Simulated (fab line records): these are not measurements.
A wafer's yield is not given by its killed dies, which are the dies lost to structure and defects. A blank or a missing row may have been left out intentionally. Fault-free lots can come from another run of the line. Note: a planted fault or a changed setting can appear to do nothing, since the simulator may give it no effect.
Which of the tools did it? / flow gf180mcu / 13 lots, 38 wafers sampled, at 5 steps of a route of 602

== WHAT EACH GAUGE READ, for each wafer ==
GF_NSD_CD_MEAS_07 targets a cd of 400 nm.
lot=L366; measured=day 13 08:19; on=cdSem-02; cdNm (nm)=403.0 403.0 400.6
lot=L367; measured=day 13 17:24; on=cdSem-01; cdNm (nm)=400.6 400.2 398.2
lot=L369; measured=day 14 04:25; on=cdSem-02; cdNm (nm)=403.5 403.7 401.9
lot=L370; measured=day 14 17:58; on=cdSem-02; cdNm (nm)=398.9 401.7 401.9
lot=L372; measured=day 15 06:03; on=cdSem-02; cdNm (nm)=397.1 398.0 398.0
lot=L374; measured=day 16 08:22; on=cdSem-01; cdNm (nm)=315.7 398.8 401.5
lot=L376; measured=day 16 19:05; on=cdSem-02; cdNm (nm)=397.0 312.9
lot=L378; measured=day 17 15:31; on=cdSem-02; cdNm (nm)=315.8 400.5 402.8
lot=L384; measured=day 19 11:37; on=cdSem-02; cdNm (nm)=400.4 401.2 400.0
lot=L386; measured=day 20 08:52; on=cdSem-01; cdNm (nm)=399.2 400.0 399.7
lot=L387; measured=day 20 14:16; on=cdSem-01; cdNm (nm)=398.6 400.0 400.8
lot=L388; measured=day 20 20:04; on=cdSem-01; cdNm (nm)=402.4 404.7 403.0
lot=L389; measured=day 21 05:12; on=cdSem-01; cdNm (nm)=397.8 395.6 398.5

GF_SAB_OVL_MEAS_10.
lot=L366; measured=day 15 02:23; on=overlay-02; SAB_OVL (nm)=-2.2 -2.0 -3.7
lot=L367; measured=day 15 11:50; on=overlay-02; SAB_OVL (nm)=1.0 0.7 2.7
lot=L369; measured=day 16 04:47; on=overlay-02; SAB_OVL (nm)=0.0 0.3 1.3
lot=L370; measured=day 16 14:50; on=overlay-02; SAB_OVL (nm)=-0.1 0.9 -1.8
lot=L372; measured=day 17 03:16; on=overlay-01; SAB_OVL (nm)=1.0 -0.5 0.3
lot=L374; measured=day 18 08:11; on=overlay-02; SAB_OVL (nm)=-0.8 -3.1 -2.8
lot=L376; measured=day 18 18:20; on=overlay-01; SAB_OVL (nm)=-1.0 -0.4
lot=L378; measured=day 19 16:38; on=overlay-02; SAB_OVL (nm)=-0.7 -1.8 -0.1
lot=L384; measured=day 21 12:50; on=overlay-01; SAB_OVL (nm)=-1.9 -3.5 -3.9
lot=L386; measured=day 22 09:08; on=overlay-01; SAB_OVL (nm)=-0.9 -1.7 -0.1
lot=L387; measured=day 22 14:50; on=overlay-02; SAB_OVL (nm)=-1.0 -1.6 -1.9
lot=L388; measured=day 22 20:47; on=overlay-02; SAB_OVL (nm)=1.2 -0.1 -0.2
lot=L389; measured=day 23 05:29; on=overlay-02; SAB_OVL (nm)=-1.3 -2.3 -1.8

GF_PASSIVATION_BOW_MEAS_14.
lot=L366; measured=day 28 22:53; on=filmMetro-02; PASSIVATION_BOW (um)=131 137 133
lot=L367; measured=day 29 10:29; on=filmMetro-02; PASSIVATION_BOW (um)=147 156 144
lot=L369; measured=day 29 23:23; on=filmMetro-01; PASSIVATION_BOW (um)=126 133 131
lot=L370; measured=day 30 10:02; on=filmMetro-02; PASSIVATION_BOW (um)=121 135 131
lot=L372; measured=day 30 18:37; on=filmMetro-04; PASSIVATION_BOW (um)=139 141 159
lot=L374; measured=day 31 15:38; on=filmMetro-04; PASSIVATION_BOW (um)=136 157 140
lot=L376; measured=day 31 23:48; on=filmMetro-01; PASSIVATION_BOW (um)=127 136
lot=L378; measured=day 32 15:38; on=filmMetro-01; PASSIVATION_BOW (um)=120 114 118
lot=L384; measured=day 33 20:59; on=filmMetro-04; PASSIVATION_BOW (um)=128 128 122
lot=L386; measured=day 34 10:02; on=filmMetro-01; PASSIVATION_BOW (um)=135 125 137
lot=L387; measured=day 34 13:29; on=filmMetro-02; PASSIVATION_BOW (um)=155 159 160
lot=L388; measured=day 34 18:38; on=filmMetro-04; PASSIVATION_BOW (um)=125 142 128
lot=L389; measured=day 34 23:49; on=filmMetro-02; PASSIVATION_BOW (um)=131 128 135

== WHICH TOOL RAN EACH LOT (tool, then ch and the chambers of the sampled wafers, then the start) ==
lot=L366; GF_NSD_DEVELOP_06=lithoTrack-03 ch 0, day 13 08:10; GF_MIM_STRIP_20=plasmaAsher-01 ch 0,1, day 25 08:32
lot=L367; GF_NSD_DEVELOP_06=lithoTrack-03 ch 0, day 13 17:16; GF_MIM_STRIP_20=plasmaAsher-01 ch 0,1, day 25 19:26
lot=L369; GF_NSD_DEVELOP_06=lithoTrack-02 ch 0, day 14 04:16; GF_MIM_STRIP_20=plasmaAsher-04 ch 0,1, day 26 10:47
lot=L370; GF_NSD_DEVELOP_06=lithoTrack-03 ch 0, day 14 17:49; GF_MIM_STRIP_20=plasmaAsher-01 ch 0, day 26 21:11
lot=L372; GF_NSD_DEVELOP_06=lithoTrack-01 ch 0, day 15 05:55; GF_MIM_STRIP_20=plasmaAsher-02 ch 0,1, day 27 07:46
lot=L374; GF_NSD_DEVELOP_06=lithoTrack-03 ch 0, day 16 08:13; GF_MIM_STRIP_20=plasmaAsher-01 ch 0,1, day 28 07:35
lot=L376; GF_NSD_DEVELOP_06=lithoTrack-03 ch 0, day 16 18:56; GF_MIM_STRIP_20=plasmaAsher-04 ch 1, day 28 16:14
lot=L378; GF_NSD_DEVELOP_06=lithoTrack-03 ch 0, day 17 15:22; GF_MIM_STRIP_20=plasmaAsher-01 ch 0,1, day 29 10:38
lot=L384; GF_NSD_DEVELOP_06=lithoTrack-02 ch 0, day 19 11:28; GF_MIM_STRIP_20=plasmaAsher-02 ch 0,1, day 30 20:38
lot=L386; GF_NSD_DEVELOP_06=lithoTrack-01 ch 0, day 20 08:43; GF_MIM_STRIP_20=plasmaAsher-01 ch 0,1, day 31 11:14
lot=L387; GF_NSD_DEVELOP_06=lithoTrack-01 ch 0, day 20 14:07; GF_MIM_STRIP_20=plasmaAsher-02 ch 0,1, day 31 16:20
lot=L388; GF_NSD_DEVELOP_06=lithoTrack-02 ch 0, day 20 19:55; GF_MIM_STRIP_20=plasmaAsher-02 ch 0, day 31 20:41
lot=L389; GF_NSD_DEVELOP_06=lithoTrack-01 ch 0, day 21 05:04; GF_MIM_STRIP_20=plasmaAsher-01 ch 0,1, day 32 03:16
- GF_NSD_DEVELOP_06: develop time 60 s.
- GF_MIM_STRIP_20: strips in O2/N2.

== WHAT THE TOOLS THEMSELVES READ (means of the sampled wafers that have a number; where no wafer has one, the mark that the record gives instead) ==
GF_NSD_DEVELOP_06.
lot=L366; tool=lithoTrack-03; exhaustPa (Pa)=46.0; resistLineTempC (C)=22.95
lot=L367; tool=lithoTrack-03; exhaustPa (Pa)=44.2; resistLineTempC (C)=23.03
lot=L369; tool=lithoTrack-02; exhaustPa (Pa)=44.6; resistLineTempC (C)=23.05
lot=L370; tool=lithoTrack-03; exhaustPa (Pa)=44.7; resistLineTempC (C)=22.99
lot=L372; tool=lithoTrack-01; exhaustPa (Pa)=46.0; resistLineTempC (C)=22.98
lot=L374; tool=lithoTrack-03; exhaustPa (Pa)=44.6; resistLineTempC (C)=22.86
lot=L376; tool=lithoTrack-03; exhaustPa (Pa)=46.6; resistLineTempC (C)=23.02
lot=L378; tool=lithoTrack-03; exhaustPa (Pa)=44.4; resistLineTempC (C)=22.92
lot=L384; tool=lithoTrack-02; exhaustPa (Pa)=44.1; resistLineTempC (C)=22.86
lot=L386; tool=lithoTrack-01; exhaustPa (Pa)=43.4; resistLineTempC (C)=22.99
lot=L387; tool=lithoTrack-01; exhaustPa (Pa)=44.3; resistLineTempC (C)=22.96
lot=L388; tool=lithoTrack-02; exhaustPa (Pa)=46.1; resistLineTempC (C)=22.99
lot=L389; tool=lithoTrack-01; exhaustPa (Pa)=43.7; resistLineTempC (C)=22.91

GF_MIM_STRIP_20.
lot=L366; tool=plasmaAsher-01; drypumpMotorCurrentA (A)=5.8; heaterPowerW (W)=347; n2FlowSccm (sccm)=299.2; oesProductAu (a.u.)=0.690; stripTimeToEndpointS (s)=11.20
lot=L367; tool=plasmaAsher-01; drypumpMotorCurrentA (A)=5.8; heaterPowerW (W)=331; n2FlowSccm (sccm)=300.0; oesProductAu (a.u.)=0.692; stripTimeToEndpointS (s)=11.21
lot=L369; tool=plasmaAsher-04; drypumpMotorCurrentA (A)=5.7; heaterPowerW (W)=385; n2FlowSccm (sccm)=301.1; oesProductAu (a.u.)=0.692; stripTimeToEndpointS (s)=11.24
lot=L370; tool=plasmaAsher-01; drypumpMotorCurrentA (A)=6.0; heaterPowerW (W)=308; n2FlowSccm (sccm)=300.2; oesProductAu (a.u.)=0.693; stripTimeToEndpointS (s)=11.23
lot=L372; tool=plasmaAsher-02; drypumpMotorCurrentA (A)=6.1; heaterPowerW (W)=329; n2FlowSccm (sccm)=300.0; oesProductAu (a.u.)=0.695; stripTimeToEndpointS (s)=11.30
lot=L374; tool=plasmaAsher-01; drypumpMotorCurrentA (A)=5.9; heaterPowerW (W)=328; n2FlowSccm (sccm)=300.8; oesProductAu (a.u.)=0.691; stripTimeToEndpointS (s)=11.24
lot=L376; tool=plasmaAsher-04; drypumpMotorCurrentA (A)=5.2; heaterPowerW (W)=362; n2FlowSccm (sccm)=299.0; oesProductAu (a.u.)=0.689; stripTimeToEndpointS (s)=11.22
lot=L378; tool=plasmaAsher-01; drypumpMotorCurrentA (A)=5.8; heaterPowerW (W)=324; n2FlowSccm (sccm)=299.1; oesProductAu (a.u.)=0.692; stripTimeToEndpointS (s)=11.19
lot=L384; tool=plasmaAsher-02; drypumpMotorCurrentA (A)=6.1; heaterPowerW (W)=331; n2FlowSccm (sccm)=300.0; oesProductAu (a.u.)=0.690; stripTimeToEndpointS (s)=11.17
lot=L386; tool=plasmaAsher-01; drypumpMotorCurrentA (A)=5.7; heaterPowerW (W)=347; n2FlowSccm (sccm)=299.6; oesProductAu (a.u.)=0.686; stripTimeToEndpointS (s)=11.24
lot=L387; tool=plasmaAsher-02; drypumpMotorCurrentA (A)=5.9; heaterPowerW (W)=336; n2FlowSccm (sccm)=299.6; oesProductAu (a.u.)=0.690; stripTimeToEndpointS (s)=11.22
lot=L388; tool=plasmaAsher-02; drypumpMotorCurrentA (A)=6.4; heaterPowerW (W)=314; n2FlowSccm (sccm)=299.8; oesProductAu (a.u.)=0.694; stripTimeToEndpointS (s)=11.21
lot=L389; tool=plasmaAsher-01; drypumpMotorCurrentA (A)=5.9; heaterPowerW (W)=343; n2FlowSccm (sccm)=298.3; oesProductAu (a.u.)=0.690; stripTimeToEndpointS (s)=11.16

== THE ANSWER, worked out from the rows above alone ==
Rule: what is usual is taken from the lots themselves. The widest of any qualifying gaps counts: lots, ordered by their means at a reading, are off when they make up no more than a third of the lots, leave a main group of 4 or more, and stand apart from it by 3 or more times the standard deviation of that group's means. A main group is skipped when, at the precision printed for the reading in the tables above, its means are all equal. Also off: a lot with no number at a reading for which 4 or more lots have one. All remaining lots with rows at the step are treated as sound. Order of review: gauges by route order, followed by the tools' own readings, for which a lot's mean as printed above is used. At the first step where some lot is off, the reading lying furthest off is the one used; lots without a number count as furthest.
Off at GF_NSD_CD_MEAS_07 (cdNm): L374, L376, L378. The main group: mean 400.4 nm, standard deviation 1.9.
A tool fits if, at a process step before that reading, it ran every lot that is off, and no sound lot after the first of them. Gauges at GF_NSD_CD_MEAS_07: tried the same way as those tools. One candidate fits, namely lithoTrack-03 at GF_NSD_DEVELOP_06. A fault onset in the window from L370 (day 14 17:49, its last sound lot) to L374 (day 16 08:13, its first lot off) fits.

== WHAT WAS PUT IN BY THE SIMULATOR ==
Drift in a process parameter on lithoTrack-03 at GF_NSD_DEVELOP_06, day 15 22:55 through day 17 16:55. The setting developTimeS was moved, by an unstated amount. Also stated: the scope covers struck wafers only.
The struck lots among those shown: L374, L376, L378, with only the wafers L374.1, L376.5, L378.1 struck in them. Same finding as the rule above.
